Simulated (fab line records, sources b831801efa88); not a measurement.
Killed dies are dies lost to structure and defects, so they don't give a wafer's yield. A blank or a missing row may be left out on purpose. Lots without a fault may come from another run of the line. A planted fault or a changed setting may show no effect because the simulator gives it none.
Which tool did it? | flow sky130 | 24 lots, 72 wafers sampled, at 6 steps of a route of 708

WHAT THE GAUGES READ, wafer by wafer
The record holds no reading of a measuring or inspecting step that can be judged against a usual standard deviation.

WHICH TOOL RAN EACH LOT (tool, then ch and the chambers of the sampled wafers, then the start)
lot  | SKY_DNWELL_STRIP_08                 | SKY_METAL1_STRIP_20                  | SKY_CAPM_CVD_00                 | SKY_CAPM_METAL_ETCH_13            | SKY_VIA3_SPUTTER_20          | SKY_VIA4_STRIP_13
L074 | plasma_asher-03 ch 0,1, day 3 07:43 | plasma_asher-03 ch 0,1, day 32 21:58 | pecvd-04 ch 0,1, day 36 12:01   | rie_metal-04 ch 1, day 37 14:55   | pvd_sputter-03, day 39 20:50 | plasma_asher-03 ch 1, day 43 00:29
L075 | plasma_asher-04 ch 0,1, day 3 10:18 | plasma_asher-02 ch 0,1, day 32 23:33 | pecvd-02 ch 0,1, day 36 13:32   | rie_metal-01 ch 0, day 37 15:52   | pvd_sputter-02, day 39 21:11 | plasma_asher-01 ch 0,1, day 43 01:13
L076 | plasma_asher-04 ch 0,1, day 3 17:22 | plasma_asher-04 ch 0,1, day 33 18:53 | pecvd-04 ch 0,1,2, day 37 07:51 | rie_metal-01 ch 0,1, day 38 13:53 | pvd_sputter-03, day 40 17:08 | plasma_asher-01 ch 0,1, day 43 18:55
L077 | plasma_asher-03 ch 0,1, day 3 21:37 | plasma_asher-03 ch 0,1, day 33 21:07 | pecvd-02 ch 1,2, day 37 10:10   | rie_metal-04 ch 0,1, day 38 14:40 | pvd_sputter-03, day 40 19:17 | plasma_asher-04 ch 1, day 43 20:56
L078 | plasma_asher-03 ch 0,1, day 4 02:04 | plasma_asher-02 ch 0,1, day 34 02:02 | pecvd-02 ch 0,2, day 37 16:15   | rie_metal-04 ch 0,1, day 38 17:37 | pvd_sputter-04, day 40 22:01 | plasma_asher-04 ch 0,1, day 43 23:26
L079 | plasma_asher-04 ch 0,1, day 4 03:37 | plasma_asher-02 ch 0,1, day 33 21:39 | pecvd-01 ch 1,2, day 37 11:07   | rie_metal-01 ch 0,1, day 38 15:34 | pvd_sputter-03, day 40 20:14 | plasma_asher-03 ch 0,1, day 43 21:35
L080 | plasma_asher-02 ch 0,1, day 4 10:49 | plasma_asher-04 ch 0,1, day 35 03:55 | pecvd-01 ch 0,1,2, day 38 14:18 | rie_metal-04 ch 0, day 39 14:37   | pvd_sputter-03, day 41 18:14 | plasma_asher-04 ch 1, day 44 16:17
L081 | plasma_asher-03 ch 0,1, day 4 18:34 | plasma_asher-04 ch 0,1, day 35 08:19 | pecvd-04 ch 0,1,2, day 38 20:36 | rie_metal-01 ch 0,1, day 39 22:10 | pvd_sputter-03, day 42 01:50 | plasma_asher-03 ch 0,1, day 45 00:17
L082 | plasma_asher-02 ch 0,1, day 5 03:46 | plasma_asher-03 ch 0,1, day 35 15:19 | pecvd-04 ch 0,1,2, day 39 00:17 | rie_metal-04 ch 0,1, day 40 01:37 | pvd_sputter-04, day 42 06:13 | plasma_asher-03 ch 0,1, day 45 04:47
L084 | plasma_asher-02 ch 0,1, day 5 06:19 | plasma_asher-03 ch 0,1, day 36 04:58 | pecvd-04 ch 0,2, day 39 14:30   | rie_metal-01 ch 0,1, day 40 15:16 | pvd_sputter-03, day 42 17:25 | plasma_asher-04 ch 0,1, day 45 16:17
L083 | plasma_asher-04 ch 0,1, day 5 06:40 | plasma_asher-02 ch 0,1, day 35 15:54 | pecvd-04 ch 0,2, day 39 00:44   | rie_metal-01 ch 0,1, day 40 01:52 | pvd_sputter-04, day 42 05:31 | plasma_asher-03 ch 0,1, day 45 02:23
L085 | plasma_asher-04 ch 0,1, day 5 12:52 | plasma_asher-04 ch 0,1, day 35 16:55 | pecvd-01 ch 0,1, day 39 01:03   | rie_metal-03 ch 0, day 40 02:10   | pvd_sputter-03, day 42 05:54 | plasma_asher-01 ch 0,1, day 45 02:41
L086 | plasma_asher-04 ch 0,1, day 5 20:19 | plasma_asher-02 ch 0,1, day 36 22:46 | pecvd-01 ch 0,1, day 40 05:33   | rie_metal-01 ch 0,1, day 41 06:08 | pvd_sputter-03, day 43 08:40 | plasma_asher-01 ch 0,1, day 46 05:34
L087 | plasma_asher-02 ch 0,1, day 6 02:04 | plasma_asher-04 ch 0,1, day 37 05:34 | pecvd-02 ch 0,1, day 40 13:58   | rie_metal-01 ch 0,1, day 41 13:37 | pvd_sputter-04, day 43 15:39 | plasma_asher-01 ch 0,1, day 46 12:18
L088 | plasma_asher-03 ch 0,1, day 6 12:20 | plasma_asher-02 ch 0,1, day 37 21:13 | pecvd-04 ch 0,1,2, day 41 03:32 | rie_metal-01 ch 0,1, day 42 02:31 | pvd_sputter-02, day 44 03:04 | plasma_asher-04 ch 0,1, day 46 21:56
L089 | plasma_asher-03 ch 0,1, day 6 15:49 | plasma_asher-02 ch 0,1, day 38 02:09 | pecvd-01 ch 0,1, day 41 08:52   | rie_metal-04 ch 0,1, day 42 08:08 | pvd_sputter-04, day 44 08:46 | plasma_asher-04 ch 0,1, day 47 02:22
L090 | plasma_asher-02 ch 0,1, day 6 20:49 | plasma_asher-04 ch 0,1, day 38 00:31 | pecvd-04 ch 1,2, day 41 06:58   | rie_metal-03 ch 0,1, day 42 06:52 | pvd_sputter-03, day 44 06:41 | plasma_asher-01 ch 0,1, day 47 00:56
L091 | plasma_asher-02 ch 0,1, day 7 00:31 | plasma_asher-02 ch 0,1, day 38 04:07 | pecvd-01 ch 0,1,2, day 41 13:07 | rie_metal-01 ch 0,1, day 42 12:35 | pvd_sputter-03, day 44 14:26 | plasma_asher-04 ch 0,1, day 47 07:01
L092 | plasma_asher-02 ch 0,1, day 7 05:46 | plasma_asher-03 ch 0,1, day 38 08:01 | pecvd-04 ch 0,1, day 41 14:14   | rie_metal-01 ch 0,1, day 42 14:46 | pvd_sputter-04, day 44 15:40 | plasma_asher-04 ch 0,1, day 47 09:11
L093 | plasma_asher-04 ch 0,1, day 7 11:31 | plasma_asher-02 ch 0,1, day 39 08:31 | pecvd-04 ch 0,1, day 42 15:11   | rie_metal-04 ch 0,1, day 43 14:25 | pvd_sputter-02, day 45 13:56 | plasma_asher-03 ch 0,1, day 48 04:17
L094 | plasma_asher-04 ch 1, day 7 21:40   | plasma_asher-02 ch 0,1, day 39 12:52 | pecvd-04 ch 0,1,2, day 42 19:16 | rie_metal-03 ch 0,1, day 43 18:22 | pvd_sputter-03, day 45 18:05 | plasma_asher-01 ch 0, day 48 08:56
L095 | plasma_asher-02 ch 0,1, day 8 02:01 | plasma_asher-04 ch 0,1, day 39 13:07 | pecvd-01 ch 1,2, day 42 18:22   | rie_metal-03 ch 0,1, day 43 16:22 | pvd_sputter-03, day 45 15:32 | plasma_asher-04 ch 0,1, day 48 07:11
L096 | plasma_asher-03 ch 0,1, day 8 05:31 | plasma_asher-03 ch 0,1, day 39 16:20 | pecvd-01 ch 0,1, day 42 23:49   | rie_metal-01 ch 0,1, day 43 23:04 | pvd_sputter-02, day 45 22:08 | plasma_asher-03 ch 0,1, day 48 13:08
L097 | plasma_asher-04 ch 0, day 8 08:52   | plasma_asher-04 ch 0,1, day 39 19:58 | pecvd-04 ch 1,2, day 43 01:19   | rie_metal-03 ch 0,1, day 44 00:19 | pvd_sputter-02, day 46 00:31 | plasma_asher-01 ch 1, day 48 14:32
- SKY_DNWELL_STRIP_08: strips in O2/N2.
- SKY_METAL1_STRIP_20: strips in O2/N2.
- SKY_CAPM_CVD_00: deposits SiO2, target thk 15.5 nm.
- SKY_CAPM_METAL_ETCH_13: etches TiN in Cl2/BCl3, stops on SiO2, target depth 220 nm, time 62.9 s.
- SKY_VIA3_SPUTTER_20: material TiN, target thk 20 nm, time 80 s.
- SKY_VIA4_STRIP_13: strips in O2/N2.

WHAT THE TOOLS THEMSELVES READ (means of the sampled wafers that have a number; where no wafer has one, the mark that the record gives instead)
SKY_DNWELL_STRIP_08.
lot  | tool            | drypump_motor_current_A (A) | oes_product_au (a.u.) | strip_time_to_endpoint_s (s)
L074 | plasma_asher-03 | 5.3                         | 0.722                 | 37.09
L075 | plasma_asher-04 | 5.3                         | 0.723                 | 37.07
L076 | plasma_asher-04 | 5.3                         | 0.725                 | 36.96
L077 | plasma_asher-03 | 5.6                         | 0.724                 | 36.84
L078 | plasma_asher-03 | 5.3                         | 0.723                 | 36.93
L079 | plasma_asher-04 | 5.3                         | 0.721                 | 37.05
L080 | plasma_asher-02 | 5.8                         | 0.722                 | 36.83
L081 | plasma_asher-03 | 5.6                         | 0.722                 | 37.08
L082 | plasma_asher-02 | 5.8                         | 0.721                 | 36.99
L084 | plasma_asher-02 | 6.3                         | 0.720                 | 37.05
L083 | plasma_asher-04 | 5.4                         | 0.724                 | 36.87
L085 | plasma_asher-04 | 5.5                         | 0.725                 | 36.92
L086 | plasma_asher-04 | 5.3                         | 0.720                 | 36.87
L087 | plasma_asher-02 | 6.3                         | 0.722                 | 36.93
L088 | plasma_asher-03 | 5.3                         | 0.725                 | 36.99
L089 | plasma_asher-03 | 5.3                         | 0.723                 | 37.05
L090 | plasma_asher-02 | 5.8                         | 0.722                 | 36.96
L091 | plasma_asher-02 | 5.8                         | 0.726                 | 37.01
L092 | plasma_asher-02 | 6.3                         | 0.725                 | 37.02
L093 | plasma_asher-04 | 5.3                         | 0.721                 | 36.89
L094 | plasma_asher-04 | 5.2                         | 0.724                 | 36.90
L095 | plasma_asher-02 | 5.8                         | 0.720                 | 36.84
L096 | plasma_asher-03 | 5.6                         | 0.724                 | 37.03
L097 | plasma_asher-04 | 5.7                         | 0.718                 | 36.78

SKY_METAL1_STRIP_20.
lot  | tool            | drypump_motor_current_A (A) | oes_product_au (a.u.) | strip_time_to_endpoint_s (s)
L074 | plasma_asher-03 | 5.3                         | 0.345                 | 2.70
L075 | plasma_asher-02 | 6.3                         | 0.345                 | 2.67
L076 | plasma_asher-04 | 5.5                         | 0.342                 | 2.69
L077 | plasma_asher-03 | 5.6                         | 0.338                 | 2.68
L078 | plasma_asher-02 | 5.8                         | 0.342                 | 2.69
L079 | plasma_asher-02 | 6.3                         | 0.344                 | 2.72
L080 | plasma_asher-04 | 5.5                         | 0.345                 | 2.72
L081 | plasma_asher-04 | 5.3                         | 0.343                 | 2.68
L082 | plasma_asher-03 | 5.3                         | 0.341                 | 2.68
L084 | plasma_asher-03 | 5.6                         | 0.341                 | 2.73
L083 | plasma_asher-02 | 6.3                         | 0.341                 | 2.73
L085 | plasma_asher-04 | 5.3                         | 0.342                 | 2.67
L086 | plasma_asher-02 | 6.3                         | 0.344                 | 2.70
L087 | plasma_asher-04 | 5.3                         | 0.343                 | 2.72
L088 | plasma_asher-02 | 5.8                         | 0.342                 | 2.67
L089 | plasma_asher-02 | 6.3                         | 0.345                 | 2.76
L090 | plasma_asher-04 | 5.3                         | 0.344                 | 2.69
L091 | plasma_asher-02 | 5.8                         | 0.342                 | 2.68
L092 | plasma_asher-03 | 5.3                         | 0.347                 | 2.74
L093 | plasma_asher-02 | 5.8                         | 0.342                 | 2.72
L094 | plasma_asher-02 | 6.3                         | 0.340                 | 2.71
L095 | plasma_asher-04 | 5.3                         | 0.340                 | 2.68
L096 | plasma_asher-03 | 5.6                         | 0.343                 | 2.71
L097 | plasma_asher-04 | 5.4                         | 0.343                 | 2.71

SKY_CAPM_CVD_00.
lot  | tool     | heater_power_w (W)
L074 | pecvd-04 | 642
L075 | pecvd-02 | 707
L076 | pecvd-04 | 670
L077 | pecvd-02 | 794
L078 | pecvd-02 | 615
L079 | pecvd-01 | 718
L080 | pecvd-01 | 666
L081 | pecvd-04 | 654
L082 | pecvd-04 | 660
L084 | pecvd-04 | 632
L083 | pecvd-04 | 642
L085 | pecvd-01 | 600
L086 | pecvd-01 | 672
L087 | pecvd-02 | 740
L088 | pecvd-04 | 709
L089 | pecvd-01 | 719
L090 | pecvd-04 | 707
L091 | pecvd-01 | 675
L092 | pecvd-04 | 606
L093 | pecvd-04 | 658
L094 | pecvd-04 | 697
L095 | pecvd-01 | 661
L096 | pecvd-01 | 719
L097 | pecvd-04 | 658

SKY_CAPM_METAL_ETCH_13.
lot  | tool         | bias_w (W) | drypump_motor_current_A (A) | oes_product_au (a.u.) | throttle_valve_pct (%)
L074 | rie_metal-04 | 48.45      | 6.1                         | 0.939                 | 21.906
L075 | rie_metal-01 | 48.60      | 5.9                         | 0.939                 | 21.895
L076 | rie_metal-01 | 48.50      | 5.8                         | 0.937                 | 21.910
L077 | rie_metal-04 | 48.69      | 5.8                         | 0.936                 | 21.897
L078 | rie_metal-04 | 48.62      | 5.5                         | 0.947                 | 21.905
L079 | rie_metal-01 | 48.57      | 5.9                         | 0.939                 | 21.895
L080 | rie_metal-04 | 48.59      | 5.3                         | 0.944                 | 21.894
L081 | rie_metal-01 | 48.53      | 5.8                         | 0.948                 | 21.901
L082 | rie_metal-04 | 48.62      | 5.8                         | 0.935                 | 21.909
L084 | rie_metal-01 | 48.58      | 5.8                         | 0.946                 | 21.904
L083 | rie_metal-01 | 48.55      | 5.8                         | 0.941                 | 21.896
L085 | rie_metal-03 | 48.28      | 5.1                         | 0.944                 | 21.902
L086 | rie_metal-01 | 48.55      | 5.8                         | 0.943                 | 21.905
L087 | rie_metal-01 | 48.65      | 5.7                         | 0.945                 | 21.905
L088 | rie_metal-01 | 48.34      | 5.8                         | 0.951                 | 21.896
L089 | rie_metal-04 | 48.47      | 5.8                         | 0.947                 | 21.891
L090 | rie_metal-03 | 48.56      | 5.4                         | 0.939                 | 21.904
L091 | rie_metal-01 | 48.53      | 5.8                         | 0.946                 | 21.897
L092 | rie_metal-01 | 48.44      | 5.8                         | 0.937                 | 21.909
L093 | rie_metal-04 | 48.60      | 5.8                         | 0.943                 | 21.899
L094 | rie_metal-03 | 48.64      | 5.4                         | 0.938                 | 21.902
L095 | rie_metal-03 | 48.37      | 5.7                         | 0.937                 | 21.906
L096 | rie_metal-01 | 48.72      | 5.8                         | 0.940                 | 21.906
L097 | rie_metal-03 | 48.42      | 5.4                         | 0.939                 | 21.895

SKY_VIA3_SPUTTER_20.
lot  | tool           | throttle_valve_pct (%)
L074 | pvd_sputter-03 | 30.3
L075 | pvd_sputter-02 | 30.7
L076 | pvd_sputter-03 | 30.7
L077 | pvd_sputter-03 | 31.1
L078 | pvd_sputter-04 | 29.5
L079 | pvd_sputter-03 | 30.3
L080 | pvd_sputter-03 | 30.6
L081 | pvd_sputter-03 | 30.7
L082 | pvd_sputter-04 | 29.9
L084 | pvd_sputter-03 | 30.7
L083 | pvd_sputter-04 | 29.9
L085 | pvd_sputter-03 | 30.5
L086 | pvd_sputter-03 | 30.7
L087 | pvd_sputter-04 | 29.3
L088 | pvd_sputter-02 | 30.1
L089 | pvd_sputter-04 | 29.6
L090 | pvd_sputter-03 | 30.6
L091 | pvd_sputter-03 | 30.4
L092 | pvd_sputter-04 | 29.4
L093 | pvd_sputter-02 | 30.4
L094 | pvd_sputter-03 | 30.9
L095 | pvd_sputter-03 | 30.3
L096 | pvd_sputter-02 | 30.2
L097 | pvd_sputter-02 | 30.4

SKY_VIA4_STRIP_13.
lot  | tool            | drypump_motor_current_A (A) | oes_product_au (a.u.) | strip_time_to_endpoint_s (s)
L074 | plasma_asher-03 | 5.9                         | 0.707                 | 12.84
L075 | plasma_asher-01 | 5.2                         | 0.708                 | 12.74
L076 | plasma_asher-01 | 5.4                         | 0.708                 | 12.83
L077 | plasma_asher-04 | 5.2                         | 0.712                 | 12.78
L078 | plasma_asher-04 | 5.4                         | 0.706                 | 12.76
L079 | plasma_asher-03 | 5.6                         | 0.707                 | 12.80
L080 | plasma_asher-04 | 5.1                         | 0.715                 | 12.81
L081 | plasma_asher-03 | 5.6                         | 0.715                 | 12.81
L082 | plasma_asher-03 | 5.3                         | 0.713                 | 12.78
L084 | plasma_asher-04 | 5.3                         | 0.707                 | 12.82
L083 | plasma_asher-03 | 5.3                         | 0.707                 | 12.79
L085 | plasma_asher-01 | 5.4                         | 0.707                 | 12.84
L086 | plasma_asher-01 | 5.4                         | 0.709                 | 12.81
L087 | plasma_asher-01 | 5.2                         | 0.709                 | 12.81
L088 | plasma_asher-04 | 5.3                         | 0.709                 | 12.79
L089 | plasma_asher-04 | 5.4                         | 0.706                 | 12.79
L090 | plasma_asher-01 | 5.4                         | 0.709                 | 12.79
L091 | plasma_asher-04 | 5.3                         | 0.711                 | 12.82
L092 | plasma_asher-04 | 5.3                         | 0.712                 | 12.82
L093 | plasma_asher-03 | 5.3                         | 0.709                 | 12.79
L094 | plasma_asher-01 | 4.9                         | 0.706                 | 12.80
L095 | plasma_asher-04 | 5.4                         | 0.708                 | 12.81
L096 | plasma_asher-03 | 5.3                         | 0.707                 | 12.82
L097 | plasma_asher-01 | 5.6                         | 0.713                 | 12.82

THE ANSWER, worked out from the rows above alone
Rule: what is usual is taken from the lots themselves. Put in order of their means at a reading, lots are off if they are a third of the lots or fewer, leave a main group of 4 or more, and stand apart from it by a gap of 3 or more times the standard deviation of the main group's means; of several such gaps the widest counts. A main group whose means are all the same, to the digits that the tables above print for the reading, isn't used. A lot without any number at a reading at which 4 lots or more have one is off too. The other lots that the step has rows for count as sound. The gauges are gone through in route order, then the tools' own readings, and for those a lot's mean is taken as printed above. The first step at which some lot is off is used, and at that step the reading that is off furthest; a lot without a number counts as furthest.
No lot is off at any reading shown: from this, nothing can be told.

WHAT THE SIMULATOR HAD PUT IN
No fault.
